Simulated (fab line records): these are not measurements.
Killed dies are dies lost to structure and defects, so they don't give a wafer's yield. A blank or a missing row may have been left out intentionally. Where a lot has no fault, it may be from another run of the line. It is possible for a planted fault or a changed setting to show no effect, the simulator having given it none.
Problem report in the 8D (eight disciplines) form, filled by code / flow gf180mcu / the parts of the form that need people (team, actions taken, sign-off) are left out

## 1. THE ISSUE
Mean HV_LDD_TW at GF_HV_LDD_TW_MEAS_11: 2550 over 9 wafers in 3 lots; fault-free wafers: 2408, standard deviation 24. That is +5.9 standard deviations from the usual mean.
First observed at day 14 00:50: wafer L465.1, on film metro-03. The record has a number at this step for 36 wafers belonging to 12 lots. Rule for "out", or "out of limits": more than 4 standard deviations from the usual mean. All remaining wafers that have a number are taken as sound.

## 2. WHAT IT IS, AND WHAT IT ISN'T
question=which readings at this step | is=HV_LDD_TW | is not=-
question=which lots | is=L465, L466, L469 | is not=L452, L453, L455, L459, L463, L472, L473, L474, L475
question=which wafers of those lots | is=all that have a number | is not=-
question=read on which gauges | is=film metro-03, film metro-04 | is not=film metro-02
question=when | is=from day 14 00:50 | is not=up to then (15 sound wafers); but 12 sound wafers of L472, L473, L474, L475 came after

## 3. SUSPECTS, AND WHAT RULES EACH OUT
Counting: a tool at any process step up to the reading remains a suspect when it ran all the lots that are out and ran no sound lot after the first of those.
- the gauge at GF_HV_LDD_TW_MEAS_11: ruled out. The wafers that are out were read on 2 gauges (film metro-03, film metro-04).
- implanter-02 at GF_HV_LDD_IMPLANT_09: kept. It processed each lot that is out, first L465 at day 14 00:35, and no sound lot thereafter; up to then, the last sound lot it processed was L459 at day 12 05:48. On those wafers its own readings are out: beam energy keV.
After counting, what remains is implanter-02 at GF_HV_LDD_IMPLANT_09.

## 4. THE CAUSE (what the simulator had put in)
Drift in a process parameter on implanter-02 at GF_HV_LDD_IMPLANT_09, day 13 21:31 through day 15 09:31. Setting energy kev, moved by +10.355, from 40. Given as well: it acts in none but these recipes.
The count eliminated every tool but this one.

## 5. THE CHAIN OF EFFECTS, in route order
Each row: a reading whose mean over the struck wafers that have a number lies more than 3 standard deviations from the usual. Scope: only readings with a usual standard deviation given in the record; hours: median across lots of the time from each lot's start at the first step in this table that gives one to its start at this step; sigmas: change in usual standard deviations.
hours=0; step=GF_HV_LDD_IMPLANT_09; reading=beam energy keV; usual=39.998; on struck wafers=50.343; change=+10.345; sigmas=+99 or more
hours=0; step=GF_HV_LDD_TW_MEAS_11; reading=HV_LDD_TW; usual=2408; on struck wafers=2550; change=+142; sigmas=+5.9
hours=67; step=GF_HV_LDD_RS_MEAS_53; reading=HV_LDD_RS; usual=418.8 ohm/sq; on struck wafers=413.9; change=-4.9; sigmas=-5.7
The process steps in it:
- GF_HV_LDD_IMPLANT_09

## 6. HOW IT WOULD HAVE BEEN CAUGHT EARLIER
In this record the first reading out of limits at a measuring or inspecting step was taken at day 14 00:50, 3 hours after the fault began at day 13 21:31.
Tool's own readings at GF_HV_LDD_IMPLANT_09, beam energy keV: out on all struck wafers the step has rows for; an alarm limit on them would have tripped on the first.
Of the lots that are out (3), L466, L469 began GF_HV_LDD_IMPLANT_09 on implanter-02 after day 14 00:50. A hold on the tool at that time would have spared those 2.
